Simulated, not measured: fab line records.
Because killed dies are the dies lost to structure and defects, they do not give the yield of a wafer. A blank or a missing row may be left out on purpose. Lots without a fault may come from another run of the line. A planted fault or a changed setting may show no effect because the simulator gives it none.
Matching of chambers | flow sky130 | SKY_LI_CONTACT_CMP_24 on cmp-02 has 4 sister chambers
The step polishes, stops on PSG, t overpolish 20 s, target thk 0 nm. 4 wafers are shown with their chamber, then 6 later ones without.

== EACH WAFER AND ITS CHAMBER ==
wafer  | chamber | motorCurrentA (A)
L771.3 | 3       | 9.5
L774.1 | 0       | 12.7
L774.2 | 1       | 13.1
L774.3 | 2       | 9.9

== WAFERS WITHOUT THEIR CHAMBER ==
wafer  | motorCurrentA (A)
L775.1 | 12.8
L775.3 | 9.1
L775.6 | 12.5
L784.2 | 13.1
L784.3 | 9.4
L784.5 | 10.0

== EACH ONE'S CHAMBER ==
wafer  | from the rows above     | in truth
L775.1 | can't be placed: 0 or 1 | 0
L775.3 | 3                       | 3
L775.6 | 0                       | 0
L784.2 | 1                       | 1
L784.3 | 3                       | 3
L784.5 | 2                       | 2
Correctly placed: 5 of 6. Cannot be placed on the basis of these rows: 1; the candidates contain the true chamber in 1. 0 placed wrongly.
How it was worked out, from the rows above alone: a wafer's distance from a chamber is the root of the sum, over the readings, of the square of ((its reading less the chamber's mean) divided by the reading's scatter). The wafer belongs to the nearest chamber; if the next one is less than 2 further off, it can't be placed. The mean given for a chamber averages the wafers shown for that chamber. The scatter (one wafer shown for each chamber): square how far every hidden wafer sits from the nearest shown wafer, average those squares and take the square root.
